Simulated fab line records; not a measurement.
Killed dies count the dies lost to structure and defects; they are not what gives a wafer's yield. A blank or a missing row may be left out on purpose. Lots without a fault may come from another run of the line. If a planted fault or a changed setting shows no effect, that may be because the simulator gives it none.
fab line records    flow sfq-line
[record] lots = 15  wafers = 43  last-day = 86
route steps=325 shown R5@226 I6@268 M7@282
lots untouched by any fault: they come from a run of this same line in which no faults occurred
start-h: the number of hours between the record's first day and the start of the first shown wafer of the lot    wait-h: how many hours have passed since the lot's step before this one    " identical to the entry in the row above    L1.1+2: several wafers, shown together as one row    - either no value or no given start    * or withheld: withheld    < > ~ a bound
route shown NAME@n: NAME is a module with steps in the file, n the number in the route of the first one    usual: mean/standard deviation taken from wafers without a fault    same: alike in all rows    chamber/n: place in a boat    sites: the reading at each site    _std_site: standard deviation across them    _edge_site: outer sites' mean less inner sites'    radius-mm: for every site, how far away it sits from the centre of the wafer    mask NAME#n: copy n    behind: the last tool/chamber to shape the wafer    hold: reason for holding the lot/hours on hold/outcome of the hold    device: the n, p or np transistor that did not switch    end of line: the route-end tests of the same wafers    where a step has no rows: the recipe by itself    killed: dies that structure and defects cost at the first sort, which is not the same as the wafer's yield    map: a wafer's dies, marking killed ones x, the rest . and places with no die _
set.NAME: the setting as run; set.NAME@STEP: as run at that earlier step    model.NAME: the simulator's own value behind a step, which no gauge read
the route's steps for a sample of lots (tables are steps, rows are wafers)
services: when a tool's chamber went out of use (start-h, in hours from the record's first day, below 0 if earlier), for how many hours, and the reason
[[steps]]
[step SFQ_TRILAYER_R5_STRIP_STRIP_140]
[recipe] gas = O2  power-w = 200  platen-temp-c = 40  overash-fraction = 0.65  chemistry = O2  pressure-mtorr = 50
[usual] drypump-motor-current-A = 6.1/0.45  oes-product-au = 1.005/0.0083
lot.wafer  tool          chamber  start-h  wait-h  drypump-motor-current-A  oes-product-au  rf-hours-counter-h
L514.1     rie-metal-02  0        1368.36  0.0     5.4                      1.011           77
L514.2     "             1        "        "       6.2                      1.018           99
L514.3     "             0        "        "       5.4                      1.003           -
L515.2     rie-metal-02  0        1374.36  0.0     5.4                      1.007           77
L515.4     "             0        "        "       5.5                      0.999           -
L515.6     "             1        "        "       6.2                      1.020           -
L516.1     rie-metal-01  1        1380.08  0.0     5.3                      0.996           22
L516.2     "             0        "        "       5.6                      1.007           7
L516.4     "             0        "        "       5.5                      1.012           -
L517.1     rie-metal-02  1        1383.68  0.0     6.2                      1.018           101
L517.3     "             0        "        "       5.4                      0.981           -
L517.6     "             1        "        "       6.2                      1.023           -
L518.1     rie-metal-01  1        1384.88  0.0     5.3                      0.996           23
L518.2     "             0        "        "       5.5                      1.016           8
L518.5     "             0        "        "       5.6                      1.006           -
L519.1     rie-metal-01  0        1393.40  0.1     5.6                      1.003           9
L519.3     "             0        "        "       5.6                      1.007           -
L519.4     "             0        "        "       5.6                      1.001           -
L520.1     rie-metal-03  1        1394.93  0.0     6.5                      1.005           116
L520.3     "             0        "        "       6.2                      1.017           -
L520.5     "             0        "        "       6.2                      1.012           -
L521.1     rie-metal-03  0        1397.33  0.0     6.2                      1.019           28
L521.4     "             1        "        "       6.6                      0.999           -
L521.6     "             1        "        "       6.6                      1.002           -
L523.1     rie-metal-03  0        1435.74  0.0     6.2                      1.005           32
L523.2     "             1        "        "       6.6                      0.996           121
L523.3     "             1        "        "       6.6                      0.998           -
L524.2     rie-metal-03  0        1449.58  0.0     6.2                      1.011           34
L524.3     "             1        "        "       6.6                      0.998           -
L524.6     "             1        "        "       6.6                      1.000           -
L526.2     rie-metal-03  0        1454.93  0.0     6.2                      1.013           35
L526.3     "             0        "        "       6.2                      1.005           -
L526.4     "             1        "        "       6.6                      1.004           -
L532.2     rie-metal-02  0        1482.18  0.0     5.4                      1.019           92
L532.3     "             1        "        "       6.2                      1.011           -
L534.2     rie-metal-03  0        1490.58  0.0     6.2                      1.003           41
L534.6     "             0        "        "       6.2                      0.994           -
L535.1     rie-metal-03  0        1495.38  0.0     6.2                      1.003           42
L535.2     "             1        "        "       6.6                      0.999           130
L535.3     "             0        "        "       6.2                      1.001           -
L537.2     rie-metal-01  0        1527.57  0.0     5.5                      1.014           33
L537.3     "             1        "        "       5.3                      0.990           -
L537.6     "             1        "        "       5.3                      0.993           -
[step SFQ_I6_BOW_MEAS_941]
[recipe] mode = bow
[usual] I6_BOW = 3/9.8
lot.wafer  tool           chamber  start-h  wait-h  I6_BOW[um]
L514.1     film-metro-03  -        1520.03  1.0     -14
L514.2     "              -        "        "       -17
L514.3     "              -        "        "       -8
L515.2     film-metro-04  -        1521.06  2.0     2
L515.4     "              -        "        "       5
L515.6     "              -        "        "       3
L516.1     film-metro-03  -        1526.03  2.5     -9
L516.2     "              -        "        "       -14
L516.4     "              -        "        "       -4
L517.1     film-metro-03  -        1529.03  1.0     1
L517.3     "              -        "        "       0
L517.6     "              -        "        "       3
L518.1     film-metro-04  -        1532.03  1.5     24
L518.2     "              -        "        "       15
L518.5     "              -        "        "       6
L519.1     film-metro-03  -        1638.19  2.0     -3
L519.3     "              -        "        "       -5
L519.4     "              -        "        "       4
L520.1     film-metro-02  -        1646.26  2.0     -11
L520.3     "              -        "        "       -16
L520.5     "              -        "        "       -6
L521.1     film-metro-04  -        1649.26  1.0     -3
L521.4     "              -        "        "       -2
L521.6     "              -        "        "       -6
L523.1     film-metro-04  -        1686.71  2.0     10
L523.2     "              -        "        "       16
L523.3     "              -        "        "       6
L524.2     film-metro-04  -        1694.05  2.0     -1
L524.3     "              -        "        "       -3
L524.6     "              -        "        "       -5
L526.2     film-metro-04  -        1697.65  2.0     9
L526.3     "              -        "        "       7
L526.4     "              -        "        "       11
L532.2     film-metro-04  -        1716.85  2.5     -18
L532.3     "              -        "        "       -3
L534.2     film-metro-04  -        1720.16  2.5     17
L534.6     "              -        "        "       13
L535.1     film-metro-03  -        1721.17  2.0     19
L535.2     "              -        "        "       13
L535.3     "              -        "        "       -1
L537.2     film-metro-04  -        1724.19  1.0     -1
L537.3     "              -        "        "       -4
L537.6     "              -        "        "       -5
[step SFQ_TRILAYER_I6_VIA_BARC_OPEN_VIA_ETCH_235]
[recipe] mask-material = PR  chemistry = O2  target-depth-nm = 125  target = BARC  source-w = 500  bias-w = 80  pressure-mtorr = 30  time-s = 41.7
[usual] drypump-motor-current-A = 5.5/0.37  oes-product-au = 0.685/0.0047
lot.wafer  tool         chamber  start-h  wait-h  drypump-motor-current-A  oes-product-au  rf-hours-counter-h
L514.1     rie-diel-04  0        1634.75  0.0     5.8                      0.687           15
L514.2     "            2        "        "       5.3                      0.687           21
L514.3     "            3        "        "       5.4                      0.688           20
L515.2     rie-diel-03  1        1638.27  0.0     4.8                      0.685           8
L515.4     "            0        "        "       5.9                      0.685           -
L515.6     "            1        "        "       4.8                      0.678           -
L516.1     rie-diel-04  0        1644.27  0.0     5.8                      0.689           15
L516.2     "            3        "        "       5.4                      0.685           20
L516.4     "            2        "        "       5.2                      0.685           22
L517.1     rie-diel-01  3        1651.47  0.0     5.7                      0.687           8
L517.3     "            2        "        "       5.4                      0.685           19
L517.6     "            1        "        "       5.6                      0.678           -
L518.1     rie-diel-04  2        1653.87  0.0     5.2                      0.679           22
L518.2     "            0        "        "       5.8                      0.683           16
L518.5     "            2        "        "       5.2                      0.685           -
L519.1     rie-diel-01  3        1744.74  0.0     5.6                      0.689           9
L519.3     "            0        "        "       5.1                      0.681           17
L519.4     "            0        "        "       5.1                      0.686           -
L520.1     rie-diel-01  0        1751.94  0.0     5.1                      0.688           17
L520.3     "            3        "        "       5.6                      0.682           9
L520.5     "            1        "        "       5.6                      0.677           -
L521.1     rie-diel-03  2        1756.74  0.0     6.1                      0.680           5
L521.4     "            1        "        "       4.8                      0.682           9
L521.6     "            3        "        "       5.1                      0.681           -
L523.1     rie-diel-03  1        1804.68  0.0     4.8                      0.690           10
L523.2     "            3        "        "       5.1                      0.692           14
L523.3     "            0        "        "       5.8                      0.692           20
L524.2     rie-diel-01  2        1811.88  0.0     5.4                      0.682           0
L524.3     "            0        "        "       5.1                      0.684           18
L524.6     "            1        "        "       5.6                      0.686           -
L526.2     rie-diel-03  0        1818.73  0.0     5.8                      0.683           21
L526.3     "            2        "        "       6.1                      0.682           6
L526.4     "            1        "        "       4.8                      0.686           10
L532.2     rie-diel-03  1        1834.33  0.0     4.8                      0.679           10
L532.3     "            2        "        "       6.1                      0.685           6
L534.2     rie-diel-04  2        1839.13  0.0     5.2                      0.691           2
L534.6     "            3        "        "       5.3                      0.688           -
L535.1     rie-diel-03  2        1840.33  0.0     6.1                      0.683           6
L535.2     "            1        "        "       4.8                      0.683           10
L535.3     "            1        "        "       4.8                      0.681           -
L537.2     rie-diel-04  2        1845.13  0.0     5.2                      0.687           2
L537.3     "            0        "        "       5.8                      0.674           18
L537.6     "            1        "        "       6.0                      0.683           -
[step SFQ_TRILAYER_M7_DEP_SPUTTER_175]
[recipe] material = Nb  base-pressure-pa = 1.33e-06  chamber-pressure-pa = 0.1333  substrate-temp-c = 20  target-thk-nm = 200  power-w = 2000  time-s = 133.3
[usual] throttle-valve-pct = 29.3/0.91
lot.wafer  tool            chamber  start-h  wait-h  throttle-valve-pct
L514.1     pvd-sputter-05  -        1636.31  0.0     28.4
L514.2     "               -        "        "       28.7
L514.3     "               -        "        "       29.6
L515.2     pvd-sputter-06  -        1639.22  0.0     29.3
L515.4     "               -        "        "       27.8
L515.6     "               -        "        "       30.2
L516.1     pvd-sputter-05  -        1645.82  0.0     28.7
L516.2     "               -        "        "       28.7
L516.4     "               -        "        "       29.8
L517.1     pvd-sputter-04  -        1653.42  0.0     27.8
L517.3     "               -        "        "       29.7
L517.6     "               -        "        "       27.8
L518.1     pvd-sputter-05  -        1654.90  0.0     28.6
L518.2     "               -        "        "       29.9
L518.5     "               -        "        "       28.7
L519.1     pvd-sputter-06  -        1745.69  0.0     29.4
L519.3     "               -        "        "       27.7
L519.4     "               -        "        "       30.2
L520.1     pvd-sputter-05  -        1752.89  0.0     28.8
L520.3     "               -        "        "       30.0
L520.5     "               -        "        "       29.7
L521.1     pvd-sputter-06  -        1757.69  0.0     29.9
L521.4     "               -        "        "       27.6
L521.6     "               -        "        "       27.9
L523.1     pvd-sputter-05  -        1805.63  0.0     29.5
L523.2     "               -        "        "       28.6
L523.3     "               -        "        "       29.9
L524.2     pvd-sputter-04  -        1812.83  0.0     29.8
L524.3     "               -        "        "       31.0
L524.6     "               -        "        "       27.7
L526.2     pvd-sputter-04  -        1819.68  0.0     31.2
L526.3     "               -        "        "       29.8
L526.4     "               -        "        "       29.5
L532.2     pvd-sputter-04  -        1835.28  0.0     29.8
L532.3     "               -        "        "       27.7
L534.2     pvd-sputter-04  -        1840.08  0.0     30.9
L534.6     "               -        "        "       31.0
L535.1     pvd-sputter-06  -        1841.96  0.0     29.3
L535.2     "               -        "        "       27.8
L535.3     "               -        "        "       29.8
L537.2     pvd-sputter-04  -        1846.08  0.0     27.6
L537.3     "               -        "        "       29.5
L537.6     "               -        "        "       29.5
[step SFQ_M7_RS_MEAS_943]
[recipe] thk-meas-gauge = four-point-probe  reads = Nb_of_TRILAYER_M7_DEP_SPUTTER_175
[usual] M7_NB_RS = 0.892/0.013
lot.wafer  tool           chamber  start-h  wait-h  M7_NB_RS[ohm/sq]
L514.1     film-metro-03  -        1636.40  0.0     0.892
L514.2     "              -        "        "       0.880
L514.3     "              -        "        "       0.892
L515.2     film-metro-04  -        1639.33  0.1     0.899
L515.4     "              -        "        "       0.912
L515.6     "              -        "        "       0.908
L516.1     film-metro-03  -        1645.91  0.0     0.891
L516.2     "              -        "        "       0.880
L516.4     "              -        "        "       0.889
L517.1     film-metro-01  -        1653.51  0.0     0.883
L517.3     "              -        "        "       0.884
L517.6     "              -        "        "       0.879
L518.1     film-metro-04  -        1654.99  0.0     0.862
L518.2     "              -        "        "       0.875
L518.5     "              -        "        "       0.869
L519.1     film-metro-03  -        1745.78  0.0     0.877
L519.3     "              -        "        "       0.898
L519.4     "              -        "        "       0.892
L520.1     film-metro-03  -        1752.98  0.0     0.882
L520.3     "              -        "        "       0.886
L520.5     "              -        "        "       0.902
L521.1     film-metro-03  -        1757.78  0.0     0.876
L521.4     "              -        "        "       0.890
L521.6     "              -        "        "       0.888
L523.1     film-metro-03  -        1805.72  0.0     0.890
L523.2     "              -        "        "       0.883
L523.3     "              -        "        "       0.894
L524.2     film-metro-03  -        1812.94  0.1     0.881
L524.3     "              -        "        "       0.866
L524.6     "              -        "        "       0.879
L526.2     film-metro-03  -        1819.79  0.1     0.885
L526.3     "              -        "        "       0.909
L526.4     "              -        "        "       0.895
L532.2     film-metro-03  -        1835.39  0.1     1.416
L532.3     "              -        "        "       0.879
L534.2     film-metro-04  -        1840.19  0.1     1.392
L534.6     "              -        "        "       0.880
L535.1     film-metro-04  -        1842.05  0.0     0.895
L535.2     "              -        "        "       0.901
L535.3     "              -        "        "       0.899
L537.2     film-metro-01  -        1846.19  0.1     1.386
L537.3     "              -        "        "       0.893
L537.6     "              -        "        "       0.897
[step SFQ_TRILAYER_M7_ETCH_METAL_ETCH_180]
[recipe] target = Nb  stop-on = SiO2  mask-material = PR  chemistry = Cl2/Ar  target-depth-nm = 240  icp-w = 600  bias-w = 80  pressure-mtorr = 10  time-s = 120
[usual] drypump-motor-current-A = 5.67/0.25  oes-product-au = 0.893/0.0084
lot.wafer  tool          chamber  start-h  wait-h  drypump-motor-current-A  oes-product-au  rf-hours-counter-h
L514.1     rie-metal-02  0        1639.05  0.0     5.45                     0.890           117
L514.2     "             1        "        "       6.20                     0.898           139
L514.3     "             0        "        "       5.46                     0.891           -
L515.2     rie-metal-01  0        1641.84  0.0     5.56                     0.887           48
L515.4     "             0        "        "       5.56                     0.887           -
L515.6     "             0        "        "       5.55                     0.885           -
L516.1     rie-metal-04  0        1648.44  0.0     5.70                     0.894           50
L516.2     "             1        "        "       5.55                     0.899           81
L516.4     "             0        "        "       5.70                     0.888           -
L517.1     rie-metal-02  0        1656.04  0.0     5.45                     0.896           119
L517.3     "             1        "        "       6.21                     0.898           -
L517.6     "             0        "        "       5.44                     0.903           -
L518.1     rie-metal-04  0        1657.52  0.0     5.68                     0.912           51
L518.2     "             1        "        "       5.56                     0.904           82
L518.5     "             0        "        "       5.69                     0.907           -
L519.1     rie-metal-04  0        1822.99  0.0     5.70                     0.912           68
L519.3     "             0        "        "       5.69                     0.891           -
L519.4     "             1        "        "       5.55                     0.900           -
L520.1     rie-metal-04  0        1826.59  0.0     5.69                     0.894           69
L520.3     "             0        "        "       5.72                     0.894           -
L520.5     "             1        "        "       5.55                     0.884           -
L521.1     rie-metal-04  0        1830.19  0.0     5.69                     0.905           70
L521.4     "             1        "        "       5.57                     0.892           -
L521.6     "             0        "        "       5.69                     0.895           -
L523.1     rie-metal-04  1        1843.39  0.0     5.53                     0.892           99
L523.2     "             0        "        "       5.71                     0.896           71
L523.3     "             0        "        "       5.71                     0.894           -
L524.2     rie-metal-02  1        1846.99  0.0     6.21                     0.891           15
L524.3     "             0        "        "       5.41                     0.907           -
L524.6     "             0        "        "       5.44                     0.907           -
L526.2     rie-metal-04  0        1851.79  0.0     5.67                     0.896           73
L526.3     "             0        "        "       5.66                     0.886           -
L526.4     "             1        "        "       5.54                     0.895           -
L532.2     rie-metal-04  1        1861.39  0.0     5.53                     0.699           102
L532.3     "             0        "        "       5.72                     0.902           -
L534.2     rie-metal-02  1        1864.99  0.0     6.21                     0.701           19
L534.6     "             0        "        "       5.43                     0.894           -
L535.1     rie-metal-02  0        1867.39  0.0     5.43                     0.889           6
L535.2     "             1        "        "       6.21                     0.884           20
L535.3     "             1        "        "       6.22                     0.885           -
L537.2     rie-metal-02  1        1869.79  0.0     6.21                     0.713           20
L537.3     "             0        "        "       5.44                     0.892           -
L537.6     "             0        "        "       5.42                     0.887           -
[[services]]
tool          chamber  start-h  hours  kind
rie-diel-03   0        1400.16  2.2    repair
rie-metal-03  -        1406.32  1.4    pm
rie-metal-04  1        1412.25  45.4   repair
rie-diel-03   3        1443.35  4.9    repair
rie-diel-03   3        1477.18  17.9   repair
rie-metal-04  -        1542.24  14.6   pm
rie-metal-03  0        1555.44  6.7    repair
rie-diel-03   1        1560.58  4.5    repair
rie-metal-03  1        1566.50  1.8    repair
rie-metal-02  -        1570.84  1.4    pm
rie-metal-02  -        1598.34  14.6   pm
rie-metal-03  -        1611.13  14.6   pm
rie-diel-03   3        1633.54  8.1    repair
rie-metal-03  -        1641.04  2.8    pm
rie-diel-03   -        1664.08  0.5    repair
rie-metal-04  -        1702.26  0.6    repair
rie-metal-02  1        1702.96  3.2    repair
rie-metal-04  1        1703.46  21.6   repair
rie-metal-04  -        1724.32  2.8    pm
rie-metal-03  0        1726.42  20.9   repair
rie-metal-02  -        1750.33  0.9    repair
rie-metal-04  -        1781.05  1.9    repair
rie-metal-02  1        1786.41  3.2    repair
rie-metal-04  -        1788.67  4.2    repair
[[key]]
[first-sign] step = SFQ_M7_RS_MEAS_943  reading = M7_NB_RS  direction = up  sigmas = 40  usual = 0.892  struck = 1.398
[effect] step = SFQ_TRILAYER_M7_ETCH_METAL_ETCH_180  reading = oes-product-au  direction = down  sigmas = 23  usual = 0.893  struck = 0.704
met-at SFQ_TRILAYER_M7_DEP_SPUTTER_175
struck-lots L532,L534,L537
struck-wafers L532.2,L534.2,L537.2
not-acting-at SFQ_TRILAYER_R5_STRIP_STRIP_140,SFQ_I6_BOW_MEAS_941,SFQ_TRILAYER_I6_VIA_BARC_OPEN_VIA_ETCH_235
onset-between 1819.68 1835.28
[fault] kind = process-parameter-drift  tool = pvd-sputter-04  chamber = -  onset-h = 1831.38  steps = SFQ_TRILAYER_M7_DEP_SPUTTER_175  channel = target-thk-nm  offset = -72.811  shape = step  end-h = 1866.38  scope = struck-wafers-only  acts-in = these-recipes-only  stated = 200
